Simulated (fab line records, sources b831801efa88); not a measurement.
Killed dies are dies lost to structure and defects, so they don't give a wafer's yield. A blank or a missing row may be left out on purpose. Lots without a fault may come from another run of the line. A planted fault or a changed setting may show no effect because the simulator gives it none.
Tool commonality check | flow gf180mcu | 10 lots, 30 wafers sampled

WHY IT WAS OPENED
At GF_V2_RS_MEAS_24 the reading V2_W_RS is flagged on 2 of 10 lots. Wafers without a fault read 0.324 ohm/sq, standard deviation 0.0044.
Rule: a lot is flagged when every wafer of it that has a number lies more than 4 standard deviations from that mean, or none has a number. The other lots count as sound.

lot  | measured     | on            | V2_W_RS (ohm/sq), wafer by wafer | flag
L799 | day 21 04:31 | film_metro-01 | 0.321 0.324 0.320                |
L802 | day 22 11:05 | film_metro-04 | 0.321 0.325 0.316                |
L803 | day 22 16:41 | film_metro-03 | 0.321 0.326 0.320                |
L805 | day 23 09:49 | film_metro-01 | 0.322 0.329 0.327                |
L807 | day 24 03:20 | film_metro-04 | 0.329 0.334 0.321                |
L813 | day 26 03:56 | film_metro-01 | 0.269 0.270 0.269                | FLAGGED
L815 | day 26 20:07 | film_metro-04 | 0.266 0.266 0.264                | FLAGGED
L818 | day 27 14:25 | film_metro-04 | 0.320 0.325 0.322                |
L819 | day 27 15:55 | film_metro-04 | 0.327 0.331 0.320                |
L820 | day 28 02:31 | film_metro-01 | 0.321 0.321 0.318                |
The numbers of the flagged lots are 0.267 ohm/sq on average: -0.057 ohm/sq against the usual, or -13 standard deviations.

WHICH TOOL RAN EACH LOT
The record holds 3 process steps before the reading, out of a route of 602 steps. In each cell: the tool, then ch and the chambers that the sampled wafers went through, then the start.
lot  | flag    | GF_V1_CMP_26                  | GF_V2_CVD_02                    | GF_V2_CVD_23
L799 |         | cmp-02 ch 0,2,3, day 19 02:23 | pecvd-04 ch 1,2, day 20 03:12   | cvd_w-01 ch 0, day 21 04:19
L802 |         | cmp-01 ch 1,2, day 20 08:02   | pecvd-02 ch 0,1, day 21 09:34   | cvd_w-02 ch 0,1, day 22 10:58
L803 |         | cmp-02 ch 0,3, day 20 14:54   | pecvd-04 ch 0,1, day 21 16:02   | cvd_w-01 ch 0,1, day 22 16:34
L805 |         | cmp-01 ch 0,1,3, day 21 07:44 | pecvd-02 ch 0,1, day 22 09:06   | cvd_w-02 ch 0,1, day 23 09:42
L807 |         | cmp-02 ch 0,3, day 22 02:46   | pecvd-04 ch 0,1,2, day 23 03:41 | cvd_w-02 ch 0,1, day 24 03:13
L813 | FLAGGED | cmp-02 ch 0,1, day 24 05:35   | pecvd-02 ch 1,2, day 25 04:53   | cvd_w-02 ch 0,1, day 26 03:50
L815 | FLAGGED | cmp-02 ch 0,1,2, day 24 22:41 | pecvd-02 ch 1,2, day 25 21:15   | cvd_w-02 ch 0, day 26 20:01
L818 |         | cmp-02 ch 0,1,3, day 25 17:35 | pecvd-02 ch 0,1,2, day 26 16:22 | cvd_w-01 ch 0,1, day 27 14:18
L819 |         | cmp-01 ch 0,2,3, day 25 20:10 | pecvd-04 ch 1,2, day 26 18:13   | cvd_w-01 ch 0,1, day 27 15:48
L820 |         | cmp-01 ch 1,2,3, day 26 06:11 | pecvd-04 ch 1,2, day 27 04:27   | cvd_w-01 ch 0,1, day 28 02:25
What these steps do:
- GF_V1_CMP_26: polishes, stops on SiO2, t overpolish 15 s, target thk 0 nm.
- GF_V2_CVD_02: deposits SiO2 from TEOS, target thk 850 nm, time 94.851 s.
- GF_V2_CVD_23: deposits W, target thk 350 nm, time 104.94 s.
- GF_V2_RS_MEAS_24: measures by four-point-probe.

FLAGGED OVER TOTAL, TOOL BY TOOL (the gauges that took the reading come last)
step             | tool          | lots run | flagged | share of the flagged lots | sound lots run after its first flagged lot
GF_V1_CMP_26     | cmp-01        | 4        | 0       | none                      | -
GF_V1_CMP_26     | cmp-02        | 6        | 2       | all                       | 1 (L818)
GF_V2_CVD_02     | pecvd-02      | 5        | 2       | all                       | 1 (L818)
GF_V2_CVD_02     | pecvd-04      | 5        | 0       | none                      | -
GF_V2_CVD_23     | cvd_w-01      | 5        | 0       | none                      | -
GF_V2_CVD_23     | cvd_w-02      | 5        | 2       | all                       | 0
GF_V2_RS_MEAS_24 | film_metro-01 | 4        | 1       | some                      | 1 (L820)
GF_V2_RS_MEAS_24 | film_metro-03 | 1        | 0       | none                      | -
GF_V2_RS_MEAS_24 | film_metro-04 | 5        | 1       | some                      | 2 (L818,L819)

WHAT THE TABLE ALLOWS
3 rows of the table ran every flagged lot: cmp-02 at GF_V1_CMP_26, pecvd-02 at GF_V2_CVD_02, cvd_w-02 at GF_V2_CVD_23.
- cmp-02 at GF_V1_CMP_26: 2 of its 6 lots flagged. Sound lots ran on it after the first flagged one (L818), which a lasting fault on the whole tool wouldn't allow.
- pecvd-02 at GF_V2_CVD_02: 2 of its 5 lots flagged. Sound lots ran on it after the first flagged one (L818), which a lasting fault on the whole tool wouldn't allow.
- cvd_w-02 at GF_V2_CVD_23: 2 of its 5 lots flagged. Its last sound lot is L807 (day 24 03:13), its first flagged lot L813 (day 26 03:50): a fault that began between those two fits. Its own readings lie more than 4 standard deviations out on every wafer of the flagged lots: susceptor_temp_C.
One tool is left: cvd_w-02 at GF_V2_CVD_23.

WHAT THE SIMULATOR HAD PUT IN
Process parameter drift: cvd_w-02, from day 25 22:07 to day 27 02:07, at GF_V2_CVD_23. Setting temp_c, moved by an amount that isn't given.
Lots struck among those shown: L813, L815. The rule above found the same.
